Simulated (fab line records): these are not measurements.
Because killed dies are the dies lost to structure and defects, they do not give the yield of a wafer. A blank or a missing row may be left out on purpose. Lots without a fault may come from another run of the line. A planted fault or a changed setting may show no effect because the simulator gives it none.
fab line records + flow sky130
record:
- lots: 12
- wafers: 36
- last-day: 49
route steps=708 shown VT_ADJUST_HVTP@92 GATE_OXIDE@203 POLY_GATE@229 PAD_OPEN@708
lots untouched by any fault: they come from a run of this same line in which no faults occurred
start-h: the number of hours between the record's first day and the start of the first shown wafer of the lot + wait-h: hours from the lot's prior step to this one + " same as the row above + L1.1+2: several wafers, shown together as one row + - no value present, or no start provided + * or withheld: withheld + < > ~ a bound
route shown NAME@n: a module of which the file shows steps, and the number in the route of the first + usual: average and standard deviation across the fault-free wafers + same: alike in all rows + chamber/n: place in a boat + sites: each site's reading + _std_site: standard deviation of those values + _edge_site: outer sites' mean less inner sites' + radius-mm: for every site, how far away it sits from the centre of the wafer + mask NAME#n: copy n + behind: the most recent tool/chamber to have shaped the wafer + hold: why the lot went on hold/how many hours it stayed there/how the hold came to an end + device: transistor that didn't switch, given as n, p or np + end of line: the tests these same wafers got at the end of their route + a step given without rows: its recipe and nothing more + killed: dies lost to structure and defects at the first sort, not the wafer's yield + map: dies across one wafer; x = killed, . = not, _ = none there
set.NAME: the setting that was run; set.NAME@STEP: the one run at that earlier step + model.NAME: the simulator's own value behind a step, which no gauge read
steps of the route over a sample of lots; a table a step, a row a wafer
services: a tool's chamber out of use, with start hour (start-h, from the record's first day; less than 0 if before it), hours out, and reason
== steps ==
step: SKY_VT_ADJUST_HVTP_CD_MEAS_07
recipe:
- target-cd-nm: 380
usual:
- cd-nm: 381.0/2.5
| lot.wafer | tool      | chamber | start-h | wait-h | cd-nm |
|-----------|-----------|---------|---------|--------|-------|
| L867.1    | cd-sem-02 | -       | 120.12  | 0.1    | 382.6 |
| L867.5    | "         | -       | "       | "      | 382.6 |
| L867.6    | "         | -       | "       | "      | 382.1 |
| L868.3    | cd-sem-01 | -       | 128.88  | 0.1    | 374.9 |
| L868.5    | "         | -       | "       | "      | 378.1 |
| L868.6    | "         | -       | "       | "      | 375.1 |
| L871.2    | cd-sem-02 | -       | 144.76  | 0.1    | 379.1 |
| L871.3    | "         | -       | "       | "      | 376.0 |
| L871.5    | "         | -       | "       | "      | 377.7 |
| L872.2    | cd-sem-01 | -       | 154.65  | 0.1    | 385.0 |
| L872.3    | "         | -       | "       | "      | 386.4 |
| L872.5    | "         | -       | "       | "      | 385.0 |
| L875.1    | cd-sem-02 | -       | 171.66  | 0.1    | 379.2 |
| L875.4    | "         | -       | "       | "      | 381.8 |
| L875.5    | "         | -       | "       | "      | 378.3 |
| L876.1    | cd-sem-01 | -       | 174.33  | 0.1    | 380.3 |
| L876.2    | "         | -       | "       | "      | 381.6 |
| L876.4    | "         | -       | "       | "      | 380.7 |
| L877.2    | cd-sem-02 | -       | 182.11  | 0.1    | 380.6 |
| L877.4    | "         | -       | "       | "      | 381.0 |
| L877.5    | "         | -       | "       | "      | 382.7 |
| L878.2    | cd-sem-02 | -       | 188.28  | 0.1    | 380.6 |
| L878.4    | "         | -       | "       | "      | 378.9 |
| L878.5    | "         | -       | "       | "      | 378.7 |
| L882.3    | cd-sem-02 | -       | 223.40  | 0.1    | 382.1 |
| L882.4    | "         | -       | "       | "      | 379.8 |
| L882.6    | "         | -       | "       | "      | 380.6 |
| L883.3    | cd-sem-02 | -       | 226.40  | 0.1    | 382.5 |
| L883.5    | "         | -       | "       | "      | 384.6 |
| L883.6    | "         | -       | "       | "      | 383.6 |
| L884.2    | cd-sem-02 | -       | 230.41  | 0.1    | 384.7 |
| L884.4    | "         | -       | "       | "      | 386.6 |
| L884.6    | "         | -       | "       | "      | 385.7 |
| L885.1    | cd-sem-02 | -       | 233.78  | 0.1    | 380.1 |
| L885.2    | "         | -       | "       | "      | 380.8 |
| L885.4    | "         | -       | "       | "      | 382.7 |
step: SKY_VT_ADJUST_HVTP_TW_MEAS_11
usual:
- VT_ADJUST_HVTP_TW: 1354/6.7
| lot.wafer | tool          | chamber | start-h | wait-h | VT_ADJUST_HVTP_TW |
|-----------|---------------|---------|---------|--------|-------------------|
| L867.1    | film-metro-04 | -       | 120.52  | 0.1    | 1346              |
| L867.5    | "             | -       | "       | "      | 1348              |
| L867.6    | "             | -       | "       | "      | 1347              |
| L868.3    | film-metro-01 | -       | 129.27  | 0.1    | 1351              |
| L868.5    | "             | -       | "       | "      | 1349              |
| L868.6    | "             | -       | "       | "      | 1345              |
| L871.2    | film-metro-04 | -       | 145.16  | 0.1    | 1357              |
| L871.3    | "             | -       | "       | "      | 1342              |
| L871.5    | "             | -       | "       | "      | 1351              |
| L872.2    | film-metro-01 | -       | 155.04  | 0.1    | 1349              |
| L872.3    | "             | -       | "       | "      | 1350              |
| L872.5    | "             | -       | "       | "      | 1353              |
| L875.1    | film-metro-04 | -       | 172.07  | 0.1    | 1357              |
| L875.4    | "             | -       | "       | "      | 1360              |
| L875.5    | "             | -       | "       | "      | 1367              |
| L876.1    | film-metro-01 | -       | 174.73  | 0.1    | 1351              |
| L876.2    | "             | -       | "       | "      | 1359              |
| L876.4    | "             | -       | "       | "      | 1356              |
| L877.2    | film-metro-01 | -       | 182.51  | 0.1    | 1352              |
| L877.4    | "             | -       | "       | "      | 1356              |
| L877.5    | "             | -       | "       | "      | 1354              |
| L878.2    | film-metro-01 | -       | 188.68  | 0.1    | 1352              |
| L878.4    | "             | -       | "       | "      | 1340              |
| L878.5    | "             | -       | "       | "      | 1355              |
| L882.3    | film-metro-04 | -       | 223.79  | 0.1    | 1356              |
| L882.4    | "             | -       | "       | "      | 1363              |
| L882.6    | "             | -       | "       | "      | 1365              |
| L883.3    | film-metro-01 | -       | 226.79  | 0.1    | 1355              |
| L883.5    | "             | -       | "       | "      | 1354              |
| L883.6    | "             | -       | "       | "      | 1346              |
| L884.2    | film-metro-04 | -       | 230.81  | 0.1    | 1366              |
| L884.4    | "             | -       | "       | "      | 1362              |
| L884.6    | "             | -       | "       | "      | 1361              |
| L885.1    | film-metro-01 | -       | 234.18  | 0.1    | 1353              |
| L885.2    | "             | -       | "       | "      | 1348              |
| L885.4    | "             | -       | "       | "      | 1355              |
step: SKY_GATE_OXIDE_OXIDATION_16
recipe:
- temp-c: 800
- ambient: O2
- idle-temp-c: 700
- ramp-up-c-per-min: 10
- ramp-down-c-per-min: 3
- stabilise-s: 600
- purge-s: 300
- target-thk-a: 35.7
- ox-time-s: 1915
usual:
- spike-tc-bottom-C: 820.3/0.93
- spike-tc-centre-C: 800.2/1
- spike-tc-lower-C: 801.9/1.9
- spike-tc-top-C: 812.9/1
- spike-tc-upper-C: 799.8/1.2
- tube-center-temp-C: 800.01/0.075
- tube_center_temp_C_max: 802.08/0.3
- zone-power-centre-pct: 14.18/0.14
| lot.wafer | tool       | chamber | start-h | wait-h | spike-tc-bottom-C | spike-tc-centre-C | spike-tc-lower-C | spike-tc-top-C | spike-tc-upper-C | tube-center-temp-C | tube_center_temp_C_max | zone-power-centre-pct |
|-----------|------------|---------|---------|--------|-------------------|-------------------|------------------|----------------|------------------|--------------------|------------------------|-----------------------|
| L867.1    | furnace-02 | 0       | 310.15  | 0.2    | 820.0             | 802.3             | 797.9            | 812.4          | 800.7            | 799.96             | 802.78                 | 14.16                 |
| L867.5    | "          | 0       | "       | "      | 820.9             | 800.7             | 799.4            | 811.6          | 802.8            | 799.96             | 802.06                 | 14.02                 |
| L867.6    | "          | 0       | "       | "      | 821.3             | 802.5             | 800.2            | 813.8          | 799.3            | 800.06             | 801.79                 | 14.22                 |
| L868.3    | furnace-01 | 0       | 317.90  | 0.0    | 820.5             | 800.5             | 804.5            | 813.1          | 800.8            | 799.99             | 802.20                 | 14.14                 |
| L868.5    | "          | 0       | "       | "      | 820.6             | 799.3             | 802.8            | 812.5          | 801.1            | 800.03             | 802.23                 | 14.00                 |
| L868.6    | "          | 0       | "       | "      | 818.4             | 800.0             | 802.7            | 813.7          | 800.2            | 799.86             | 801.79                 | 14.16                 |
| L871.2    | furnace-01 | 0       | 332.88  | 1.5    | 818.4             | 800.8             | 803.2            | 813.6          | 798.4            | 799.99             | 801.75                 | 14.41                 |
| L871.3    | "          | 0       | "       | "      | 820.7             | 802.0             | 802.5            | 812.0          | 799.8            | 799.96             | 801.99                 | 14.24                 |
| L871.5    | "          | 0       | "       | "      | 820.6             | 799.1             | 802.8            | 810.8          | 801.2            | 800                | 802.20                 | 14.15                 |
| L872.2    | furnace-01 | 0       | 348.58  | 0.0    | 819.9             | 798.6             | 802.0            | 812.3          | 801.5            | 800.05             | 802.07                 | 13.99                 |
| L872.3    | "          | 0       | "       | "      | 819.2             | 800.4             | 802.3            | 812.7          | 799.7            | 799.95             | 801.70                 | 14.49                 |
| L872.5    | "          | 0       | "       | "      | 820.2             | 799.2             | 802.6            | 814.5          | 801.3            | 799.98             | 801.67                 | 14.30                 |
| L876.1    | furnace-01 | 0       | 379.29  | 1.1    | 822.6             | 799.1             | 803.5            | 812.9          | 801.5            | 799.93             | 802.09                 | 13.94                 |
| L876.2    | "          | 0       | "       | "      | 821.1             | 799.8             | 803.6            | 815.5          | 800.2            | 799.9              | 801.71                 | 14.37                 |
| L876.4    | "          | 0       | "       | "      | 819.6             | 799.8             | 801.9            | 812.2          | 798.5            | 799.94             | 801.93                 | 14.19                 |
| L875.1    | furnace-01 | 0       | 380.82  | 0.0    | 819.8             | 800.3             | 803.1            | 812.3          | 799.4            | 799.98             | 801.79                 | 13.94                 |
| L875.4    | "          | 0       | "       | "      | 819.3             | 799.9             | 803.7            | 814.4          | 799.4            | 799.84             | 801.87                 | 14.02                 |
| L875.5    | "          | 0       | "       | "      | 819.5             | 799.9             | 802.6            | 813.4          | 800.3            | 800.02             | 801.91                 | 14.18                 |
| L877.2    | furnace-02 | 0       | 398.05  | 2.5    | 819.5             | 801.5             | 799.6            | 812.9          | 800.4            | 800.09             | 802.43                 | 14.08                 |
| L877.4    | "          | 0       | "       | "      | 819.7             | 799.8             | 799.8            | 812.6          | 802.1            | 799.94             | 802.21                 | 13.85                 |
| L877.5    | "          | 0       | "       | "      | 820.9             | 797.7             | 800.1            | 811.9          | 801.3            | 799.95             | 801.84                 | 14.21                 |
| L878.2    | furnace-02 | 0       | 398.05  | 1.7    | 821.6             | 802.2             | 800.5            | 813.2          | 801.4            | 800.08             | 801.56                 | 13.96                 |
| L878.4    | "          | 0       | "       | "      | 818.9             | 799.8             | 799.1            | 812.5          | 799.8            | 799.96             | 801.87                 | 14.09                 |
| L878.5    | "          | 0       | "       | "      | 821.7             | 801.4             | 800.3            | 811.7          | 801.3            | 799.97             | 802.02                 | 14.20                 |
| L882.3    | furnace-02 | 0       | 444.22  | 1.4    | 811.0             | 789.7             | 788.8            | 801.9          | 791.5            | 789.99             | 791.76                 | 14.01                 |
| L882.4    | "          | 0       | "       | "      | 810.3             | 790.1             | 790.1            | 803.1          | 789.6            | 789.88             | 791.83                 | 13.67                 |
| L882.6    | "          | 0       | "       | "      | 810.6             | 791.2             | 788.6            | 803.3          | 790.7            | 789.87             | 791.99                 | 13.55                 |
| L883.3    | furnace-02 | 0       | 447.00  | 1.6    | 810.7             | 790.4             | 789.3            | 802.9          | 791.8            | 789.83             | 791.58                 | 13.94                 |
| L883.5    | "          | 0       | "       | "      | 811.9             | 791.4             | 788.8            | 802.8          | 789.3            | 789.84             | 791.74                 | 13.87                 |
| L883.6    | "          | 0       | "       | "      | 808.7             | 789.5             | 790.2            | 802.4          | 790.2            | 789.74             | 791.66                 | 13.83                 |
| L884.2    | furnace-02 | 0       | 451.29  | 0.0    | 809.7             | 791.5             | 789.5            | 801.7          | 790.0            | 789.97             | 792.51                 | 13.87                 |
| L884.4    | "          | 0       | "       | "      | 811.0             | 790.0             | 789.1            | 803.5          | 791.5            | 789.88             | 791.47                 | 13.59                 |
| L884.6    | "          | 0       | "       | "      | 810.2             | 789.4             | 787.8            | 799.9          | 788.8            | 789.78             | 791.74                 | 13.71                 |
| L885.1    | furnace-01 | 0       | 456.62  | 1.1    | 821.3             | 799.7             | 803.7            | 810.9          | 798.5            | 800.07             | 801.82                 | 14.22                 |
| L885.2    | "          | 0       | "       | "      | 820.0             | 799.9             | 804.8            | 813.5          | 799.6            | 799.95             | 801.60                 | 14.32                 |
| L885.4    | "          | 0       | "       | "      | 821.8             | 801.5             | 803.1            | 813.6          | 799.7            | 800.03             | 801.77                 | 13.92                 |
step: SKY_POLY_GATE_ETCH_15
recipe:
- chemistry: N2/H2
- target: BARC
- ion-energy-ev: 200
- source-w: 500
- bias-w: 100
- pressure-mtorr: 30
- n2-flow-sccm: 100
- h2-flow-sccm: 200
- stop-on: SiO2
- time-s: 118.5
- target-depth-a: 1100
usual:
- drypump-motor-current-A: 5.9/0.42
- oes-product-au: 0.717/0.005
- throttle-valve-pct: 13.215/0.0098
| lot.wafer | tool        | chamber | start-h | wait-h | drypump-motor-current-A | oes-product-au | rf-hours-counter-h | throttle-valve-pct |
|-----------|-------------|---------|---------|--------|-------------------------|----------------|--------------------|--------------------|
| L867.1    | rie-diel-02 | 0       | 369.23  | 0.0    | 6.1                     | 0.725          | 27                 | 13.215             |
| L867.5    | "           | 2       | "       | "      | 6.7                     | 0.720          | -                  | 13.206             |
| L867.6    | "           | 1       | "       | "      | 5.9                     | 0.716          | -                  | 13.230             |
| L868.3    | rie-diel-02 | 1       | 377.58  | 0.0    | 5.9                     | 0.711          | 5                  | 13.223             |
| L868.5    | "           | 2       | "       | "      | 6.7                     | 0.712          | -                  | 13.216             |
| L868.6    | "           | 3       | "       | "      | 6.4                     | 0.715          | -                  | 13.212             |
| L871.2    | rie-diel-04 | 2       | 394.86  | 0.0    | 5.6                     | 0.724          | 84                 | 13.210             |
| L871.3    | "           | 1       | "       | "      | 6.3                     | 0.711          | 61                 | 13.221             |
| L871.5    | "           | 2       | "       | "      | 5.6                     | 0.718          | -                  | 13.210             |
| L872.2    | rie-diel-01 | 1       | 410.08  | 0.0    | 6.1                     | 0.714          | 77                 | 13.204             |
| L872.3    | "           | 2       | "       | "      | 5.9                     | 0.714          | 15                 | 13.206             |
| L872.5    | "           | 2       | "       | "      | 5.8                     | 0.720          | -                  | 13.194             |
| L876.1    | rie-diel-02 | 1       | 443.07  | 0.0    | 5.9                     | 0.719          | 6                  | 13.226             |
| L876.2    | "           | 3       | "       | "      | 6.3                     | 0.729          | 15                 | 13.210             |
| L876.4    | "           | 0       | "       | "      | 6.1                     | 0.711          | 29                 | 13.208             |
| L875.1    | rie-diel-04 | 0       | 447.39  | 0.0    | 6.0                     | 0.719          | 7                  | 13.214             |
| L875.4    | "           | 3       | "       | "      | 5.8                     | 0.710          | 71                 | 13.217             |
| L875.5    | "           | 1       | "       | "      | 6.3                     | 0.716          | -                  | 13.214             |
| L878.2    | rie-diel-01 | 3       | 462.92  | 0.0    | 5.0                     | 0.726          | 0                  | 13.210             |
| L878.4    | "           | 0       | "       | "      | 5.3                     | 0.714          | 96                 | 13.217             |
| L878.5    | "           | 2       | "       | "      | 5.9                     | 0.723          | -                  | 13.215             |
| L877.2    | rie-diel-04 | 3       | 463.04  | 0.0    | 5.9                     | 0.720          | 71                 | 13.222             |
| L877.4    | "           | 2       | "       | "      | 5.5                     | 0.715          | -                  | 13.216             |
| L877.5    | "           | 3       | "       | "      | 5.9                     | 0.717          | -                  | 13.196             |
| L882.3    | rie-diel-04 | 3       | 511.02  | 0.0    | 5.8                     | 0.712          | 73                 | 13.213             |
| L882.4    | "           | 1       | "       | "      | 6.3                     | 0.723          | 63                 | 13.223             |
| L882.6    | "           | 0       | "       | "      | 6.0                     | 0.707          | -                  | 13.214             |
| L883.3    | rie-diel-02 | 2       | 512.53  | 0.0    | 6.7                     | 0.714          | 8                  | 13.224             |
| L883.5    | "           | 0       | "       | "      | 6.1                     | 0.721          | -                  | 13.222             |
| L883.6    | "           | 1       | "       | "      | 5.9                     | 0.725          | -                  | 13.217             |
| L884.2    | rie-diel-04 | 3       | 517.73  | 0.0    | 5.9                     | 0.724          | 73                 | 13.216             |
| L884.4    | "           | 1       | "       | "      | 6.3                     | 0.723          | 64                 | 13.220             |
| L884.6    | "           | 2       | "       | "      | 5.6                     | 0.723          | -                  | 13.212             |
| L885.1    | rie-diel-02 | 1       | 523.83  | 0.0    | 5.9                     | 0.713          | 8                  | 13.210             |
| L885.2    | "           | 3       | "       | "      | 6.3                     | 0.713          | 17                 | 13.221             |
| L885.4    | "           | 2       | "       | "      | 6.7                     | 0.709          | 8                  | 13.231             |
step: SKY_PAD_OPEN_PROBE_99
usual:
- killed_at_M0_to_M3: 43/6.8
- killed_at_M4_up: 3.2/1.8
- killed-at-contacts: 24/5.2
- killed-at-front-end: 15/4.2
- killed-at-other: 0.4/0.62
- killed-dies: 85/8.7
- killed-open: 46/6.7
- killed-short: 39/5.9
same:
- gross-dies: 492
- killed-at-back-side: 0
| lot.wafer | tool      | chamber | start-h | wait-h | killed_at_M0_to_M3 | killed_at_M4_up | killed-at-contacts | killed-at-front-end | killed-at-other | killed-dies | killed-open | killed-short |
|-----------|-----------|---------|---------|--------|--------------------|-----------------|--------------------|---------------------|-----------------|-------------|-------------|--------------|
| L868.3    | prober-02 | -       | 1079.06 | 0.2    | 48                 | 3               | 35                 | 11                  | 1               | 98          | 57          | 41           |
| L868.5    | prober-02 | -       | 1079.16 | 0.2    | 42                 | 2               | 18                 | 11                  | 0               | 73          | 35          | 38           |
| L868.6    | prober-02 | -       | 1079.21 | 0.2    | 52                 | 3               | 30                 | 16                  | 2               | 103         | 53          | 50           |
| L871.2    | prober-02 | -       | 1091.54 | 0.1    | 40                 | 4               | 20                 | 21                  | 1               | 86          | 51          | 35           |
| L871.3    | prober-02 | -       | 1091.59 | 0.2    | 42                 | 2               | 23                 | 20                  | 0               | 87          | 53          | 34           |
| L871.5    | prober-02 | -       | 1091.69 | 0.2    | 34                 | 4               | 25                 | 15                  | 0               | 78          | 50          | 28           |
| L882.3    | prober-01 | -       | 1162.87 | 0.2    | 49                 | 5               | 18                 | 21                  | 0               | 93          | 45          | 48           |
| L882.4    | prober-01 | -       | 1162.92 | 0.2    | 55                 | 5               | 24                 | 15                  | 0               | 99          | 56          | 43           |
| L882.6    | prober-01 | -       | 1163.02 | 0.2    | 49                 | 2               | 17                 | 10                  | 0               | 78          | 42          | 36           |
| L883.3    | prober-02 | -       | 1164.02 | 0.2    | 56                 | 4               | 22                 | 20                  | 0               | 102         | 57          | 45           |
| L883.5    | prober-02 | -       | 1164.12 | 0.2    | 51                 | 2               | 14                 | 23                  | 1               | 91          | 48          | 43           |
| L883.6    | prober-02 | -       | 1164.17 | 0.2    | 38                 | 4               | 18                 | 17                  | 1               | 78          | 38          | 40           |
| L884.2    | prober-01 | -       | 1166.36 | 0.1    | 38                 | 3               | 22                 | 23                  | 0               | 86          | 51          | 35           |
| L884.4    | prober-01 | -       | 1166.46 | 0.2    | 48                 | 0               | 22                 | 15                  | 1               | 86          | 45          | 41           |
| L884.6    | prober-01 | -       | 1166.56 | 0.2    | 40                 | 6               | 11                 | 11                  | 2               | 70          | 34          | 36           |
killed by level:class
L868.3 CONTACT:geometric-particle:open=13 VIA1:geometric-particle:open=12 CONTACT:geometric-particle:short=11 VIA2:geometric-particle:open=9 VIA3:geometric-particle:open=6 POLY_GATE:geometric-particle:open=5 LI_CONTACT:geometric-particle:open=5 METAL1:geometric-particle:short=5
L868.5 VIA3:geometric-particle:open=7 VIA1:geometric-particle:open=7 CONTACT:geometric-particle:short=6 VIA1:geometric-particle:short=6 VIA2:geometric-particle:short=6 FIELD_ISO:geometric-particle:open=5 LOCAL_INTERCONNECT:geometric-particle:short=5 CONTACT:geometric-particle:open=4
L868.6 VIA1:geometric-particle:open=13 LOCAL_INTERCONNECT:geometric-particle:short=9 CONTACT:geometric-particle:open=8 CONTACT:geometric-particle:short=7 FIELD_ISO:geometric-particle:open=6 VIA1:geometric-particle:short=6 VIA3:geometric-particle:open=6 METAL1:geometric-particle:short=6
L871.2 CONTACT:geometric-particle:open=10 POLY_GATE:geometric-particle:open=8 VIA1:geometric-particle:open=8 FIELD_ISO:geometric-particle:open=6 VIA3:geometric-particle:open=6 CONTACT:geometric-particle:short=5 VIA2:geometric-particle:short=4 METAL1:geometric-particle:short=4
L871.3 VIA1:geometric-particle:open=10 CONTACT:geometric-particle:open=9 LI_CONTACT:geometric-particle:open=7 VIA1:geometric-particle:short=7 POLY_GATE:geometric-particle:open=6 FIELD_ISO:geometric-particle:open=4 LI_CONTACT:geometric-particle:short=4 VIA2:geometric-particle:open=4
L871.5 CONTACT:geometric-particle:open=9 LI_CONTACT:geometric-particle:open=8 VIA1:geometric-particle:open=8 VIA2:geometric-particle:open=8 FIELD_ISO:geometric-particle:open=5 POLY_GATE:geometric-particle:open=4 CONTACT:geometric-particle:short=4 FIELD_ISO:geometric-particle:short=3
L882.3 METAL1:geometric-particle:short=8 VIA3:geometric-particle:open=7 CONTACT:geometric-particle:open=7 METAL2:geometric-particle:short=7 FIELD_ISO:geometric-particle:open=6 POLY_GATE:geometric-particle:open=6 VIA1:geometric-particle:short=6 METAL3:geometric-particle:short=5
L882.4 VIA1:geometric-particle:open=17 LI_CONTACT:geometric-particle:open=9 VIA3:geometric-particle:open=8 VIA2:geometric-particle:open=8 VIA3:geometric-particle:short=6 FIELD_ISO:geometric-particle:short=5 LOCAL_INTERCONNECT:geometric-particle:short=5 CONTACT:geometric-particle:open=5
L882.6 METAL2:geometric-particle:short=12 CONTACT:geometric-particle:open=8 VIA1:geometric-particle:short=8 VIA1:geometric-particle:open=8 VIA3:geometric-particle:open=5 LOCAL_INTERCONNECT:geometric-particle:open=4 VIA2:geometric-particle:open=4 VIA2:geometric-particle:short=4
L883.3 VIA1:geometric-particle:open=13 VIA3:geometric-particle:open=9 FIELD_ISO:geometric-particle:open=8 CONTACT:geometric-particle:open=8 METAL1:geometric-particle:short=7 METAL2:geometric-particle:open=7 LOCAL_INTERCONNECT:geometric-particle:short=6 VIA1:geometric-particle:short=6
L883.5 VIA1:geometric-particle:open=11 VIA2:geometric-particle:open=8 VIA3:geometric-particle:open=7 FIELD_ISO:geometric-particle:short=6 POLY_GATE:geometric-particle:open=6 METAL1:geometric-particle:short=6 METAL2:geometric-particle:short=6 FIELD_ISO:geometric-particle:open=5
L883.6 VIA1:geometric-particle:short=9 VIA1:geometric-particle:open=9 LOCAL_INTERCONNECT:geometric-particle:short=6 CONTACT:geometric-particle:open=6 VIA2:geometric-particle:open=6 FIELD_ISO:geometric-particle:open=5 FIELD_ISO:geometric-particle:short=5 LI_CONTACT:geometric-particle:open=4
L884.2 VIA1:geometric-particle:open=12 LI_CONTACT:geometric-particle:open=9 FIELD_ISO:geometric-particle:open=8 CONTACT:geometric-particle:open=8 FIELD_ISO:geometric-particle:short=7 POLY_GATE:geometric-particle:open=5 METAL2:geometric-particle:short=5 VIA2:geometric-particle:short=4
L884.4 VIA1:geometric-particle:open=11 CONTACT:geometric-particle:open=10 VIA3:geometric-particle:open=9 VIA1:geometric-particle:short=7 CONTACT:geometric-particle:short=6 VIA3:geometric-particle:short=5 FIELD_ISO:geometric-particle:open=4 METAL1:geometric-particle:short=4
L884.6 VIA1:geometric-particle:open=9 CONTACT:geometric-particle:open=7 METAL1:geometric-particle:short=5 VIA1:geometric-particle:short=5 VIA3:geometric-particle:open=5 POLY_GATE:geometric-particle:short=4 METAL2:geometric-particle:short=4 METAL4:geometric-particle:short=4
== services ==
| tool        | chamber | start-h | hours | kind           |
|-------------|---------|---------|-------|----------------|
| rie-diel-01 | 0       | 391.64  | 1.3   | repair         |
| furnace-01  | -       | 397.63  | 3.7   | pm             |
| rie-diel-02 | 2       | 412.46  | 8.1   | repair         |
| rie-diel-01 | 3       | 426.64  | -     | clean          |
| rie-diel-01 | 3       | 426.64  | 15.9  | scheduled-down |
| rie-diel-01 | 3       | 426.64  | 15.9  | vent-cycle     |
| rie-diel-02 | 3       | 436.49  | 1.3   | repair         |
| rie-diel-04 | 1       | 436.55  | 5.3   | repair         |
| furnace-02  | -       | 437.16  | 5.3   | pm             |
| rie-diel-02 | 2       | 452.76  | 2.2   | repair         |
| rie-diel-04 | 0       | 460.33  | 3.3   | repair         |
| rie-diel-01 | 0       | 479.04  | -     | clean          |
| rie-diel-01 | 0       | 479.04  | 20.0  | scheduled-down |
| rie-diel-01 | 0       | 479.04  | 20.0  | vent-cycle     |
| rie-diel-01 | -       | 499.71  | 2.8   | pm             |
| rie-diel-04 | -       | 509.63  | 1.1   | repair         |
== key ==
first-sign:
- step: SKY_GATE_OXIDE_OXIDATION_16
- reading: tube-center-temp-C
- direction: down
- sigmas: 99+
- usual: *
- struck: *
effect:
- step: SKY_GATE_OXIDE_OXIDATION_16
- reading: tube_center_temp_C_max
- direction: down
- sigmas: 35
- usual: *
- struck: *
met-at SKY_GATE_OXIDE_OXIDATION_16
struck-lots L882,L883,L884
tester-left-out L882,L883,L884
not-acting-at SKY_VT_ADJUST_HVTP_CD_MEAS_07,SKY_VT_ADJUST_HVTP_TW_MEAS_11,SKY_POLY_GATE_ETCH_15
fault:
- kind: process-parameter-drift
- tool: furnace-02
- chamber: -
- onset-h: 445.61
- steps: SKY_GATE_OXIDE_OXIDATION_16
- channel: temp-c
- offset: *
- shape: step
- end-h: 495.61
- acts-in: *
- stated: *
tester-left-out: of these lots the tester's yield and bins aren't shown, on N5 and GAA mostly nor the transistor test; their killed dies are dies lost to structure and defects alone, not to doping, threshold or leakage, so they don't give the yield
